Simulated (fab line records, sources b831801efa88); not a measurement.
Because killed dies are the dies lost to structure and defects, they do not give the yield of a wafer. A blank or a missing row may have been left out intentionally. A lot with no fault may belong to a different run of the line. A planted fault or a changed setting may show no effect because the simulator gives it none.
Which tool is to blame? / flow gf180mcu / 39 wafers from 13 lots sampled at 3 of the route's 602 steps

== WHAT THE GAUGES SHOWED, per wafer ==
GF_MIM_RS_MEAS_10: the measuring method here is four-point-probe. Usual: MIM_ALCU_RS 0.1608 ohm/sq, standard deviation 0.0019.
lot=L725; measured=day 24 02:43; on=filmMetro-03; MIM_ALCU_RS (ohm/sq)=0.1619 0.1618 0.1619; flag=
lot=L728; measured=day 25 16:46; on=filmMetro-02; MIM_ALCU_RS (ohm/sq)=0.1610 0.1617 0.1614; flag=
lot=L729; measured=day 26 00:44; on=filmMetro-02; MIM_ALCU_RS (ohm/sq)=0.1641 0.1625 0.1616; flag=
lot=L730; measured=day 26 05:58; on=filmMetro-02; MIM_ALCU_RS (ohm/sq)=0.1565 0.1598 0.1582; flag=
lot=L732; measured=day 27 01:08; on=filmMetro-03; MIM_ALCU_RS (ohm/sq)=0.1608 0.1624 0.1619; flag=
lot=L733; measured=day 27 03:02; on=filmMetro-02; MIM_ALCU_RS (ohm/sq)=0.1632 0.1614 0.1592; flag=
lot=L734; measured=day 27 04:50; on=filmMetro-02; MIM_ALCU_RS (ohm/sq)=0.1642 0.1654 0.1613; flag=
lot=L735; measured=day 27 11:58; on=filmMetro-01; MIM_ALCU_RS (ohm/sq)=0.1626 0.1615 0.1621; flag=
lot=L737; measured=day 28 13:50; on=filmMetro-02; MIM_ALCU_RS (ohm/sq)=0.1612 0.1650 0.1616; flag=
lot=L738; measured=day 28 14:35; on=filmMetro-01; MIM_ALCU_RS (ohm/sq)=0.1591 0.1600 0.1598; flag=
lot=L739; measured=day 29 01:14; on=filmMetro-03; MIM_ALCU_RS (ohm/sq)=0.1625 0.1591 0.1596; flag=
lot=L742; measured=day 29 19:50; on=filmMetro-01; MIM_ALCU_RS (ohm/sq)=0.1601 0.1592 0.1614; flag=
lot=L744; measured=day 30 14:41; on=filmMetro-03; MIM_ALCU_RS (ohm/sq)=0.1641 0.1601 0.1596; flag=

GF_M5_CD_MEAS_07 targets a cd of 280 nm. Usual: cdNm 279.9 nm, standard deviation 1.1.
lot=L725; measured=day 25 22:58; on=cdSem-01; cdNm (nm)=280.5 279.7 279.8; flag=
lot=L728; measured=day 27 11:31; on=cdSem-02; cdNm (nm)=280.2 281.2 281.0; flag=
lot=L729; measured=day 27 20:07; on=cdSem-02; cdNm (nm)=279.9 279.5 279.9; flag=
lot=L730; measured=day 27 23:17; on=cdSem-02; cdNm (nm)=279.4 279.2 279.1; flag=
lot=L732; measured=day 28 17:42; on=cdSem-01; cdNm (nm)=280.8 278.6 279.6; flag=
lot=L733; measured=day 28 19:07; on=cdSem-02; cdNm (nm)=280.5 279.5 279.8; flag=
lot=L734; measured=day 28 21:17; on=cdSem-02; cdNm (nm)=281.5 282.0 281.4; flag=
lot=L735; measured=day 29 02:38; on=cdSem-01; cdNm (nm)=278.5 278.5 279.8; flag=
lot=L737; measured=day 30 02:46; on=cdSem-01; cdNm (nm)=280.0 279.0 278.3; flag=
lot=L738; measured=day 30 03:25; on=cdSem-02; cdNm (nm)=278.8 278.8 279.2; flag=
lot=L739; measured=day 30 13:35; on=cdSem-02; cdNm (nm)=280.0 280.0 279.6; flag=
lot=L742; measured=day 31 07:01; on=cdSem-02; cdNm (nm)=278.4 279.7 279.5; flag=
lot=L744; measured=day 32 00:52; on=cdSem-02; cdNm (nm)=279.2 280.4 280.0; flag=

== EACH LOT AND THE TOOL THAT RAN IT (in order: tool; ch and the chambers of the sampled wafers; start) ==
lot=L725; GF_MIM_SPUTTER_07=pvdSputter-01, day 24 02:37
lot=L728; GF_MIM_SPUTTER_07=pvdSputter-01, day 25 16:38
lot=L729; GF_MIM_SPUTTER_07=pvdSputter-03, day 26 00:35
lot=L730; GF_MIM_SPUTTER_07=pvdSputter-03, day 26 05:50
lot=L732; GF_MIM_SPUTTER_07=pvdSputter-03, day 27 01:02
lot=L733; GF_MIM_SPUTTER_07=pvdSputter-04, day 27 02:56
lot=L734; GF_MIM_SPUTTER_07=pvdSputter-04, day 27 04:43
lot=L735; GF_MIM_SPUTTER_07=pvdSputter-01, day 27 11:50
lot=L737; GF_MIM_SPUTTER_07=pvdSputter-03, day 28 13:44
lot=L738; GF_MIM_SPUTTER_07=pvdSputter-01, day 28 14:28
lot=L739; GF_MIM_SPUTTER_07=pvdSputter-04, day 29 01:08
lot=L742; GF_MIM_SPUTTER_07=pvdSputter-01, day 29 19:43
lot=L744; GF_MIM_SPUTTER_07=pvdSputter-03, day 30 14:35
- GF_MIM_SPUTTER_07: material TiN, target thk 60 nm, time 50 s.

== WHAT THE TOOLS THEMSELVES READ (means of the sampled wafers that have a number; where no wafer has one, the mark that the record gives instead) ==
GF_MIM_SPUTTER_07. Usual: throttleValvePct 30.6 %, standard deviation 0.69.
lot=L725; tool=pvdSputter-01; throttleValvePct (%)=30.2; flag=
lot=L728; tool=pvdSputter-01; throttleValvePct (%)=30.1; flag=
lot=L729; tool=pvdSputter-03; throttleValvePct (%)=30.6; flag=
lot=L730; tool=pvdSputter-03; throttleValvePct (%)=31.1; flag=
lot=L732; tool=pvdSputter-03; throttleValvePct (%)=30.9; flag=
lot=L733; tool=pvdSputter-04; throttleValvePct (%)=30.5; flag=
lot=L734; tool=pvdSputter-04; throttleValvePct (%)=30.8; flag=
lot=L735; tool=pvdSputter-01; throttleValvePct (%)=30.5; flag=
lot=L737; tool=pvdSputter-03; throttleValvePct (%)=31.4; flag=
lot=L738; tool=pvdSputter-01; throttleValvePct (%)=30.8; flag=
lot=L739; tool=pvdSputter-04; throttleValvePct (%)=29.9; flag=
lot=L742; tool=pvdSputter-01; throttleValvePct (%)=30.0; flag=
lot=L744; tool=pvdSputter-03; throttleValvePct (%)=31.0; flag=

== THE ANSWER, worked out from the rows above alone ==
Rule: a lot is off if the mean of its wafers that have a number lies more than 3 standard deviations from the usual mean. Also off: a lot with no number at a reading for which 4 or more lots have one. Any other lot the step has rows for is counted as sound. Order of review: gauges by route order, followed by the tools' own readings, for which a lot's mean as printed above is used. The first step at which some lot is off is used, and at that step the reading that is off furthest; a lot without a number counts as furthest.
Across all readings shown, no lot is off: no conclusion can be drawn from this.

== WHAT THE SIMULATOR HAD INSERTED ==
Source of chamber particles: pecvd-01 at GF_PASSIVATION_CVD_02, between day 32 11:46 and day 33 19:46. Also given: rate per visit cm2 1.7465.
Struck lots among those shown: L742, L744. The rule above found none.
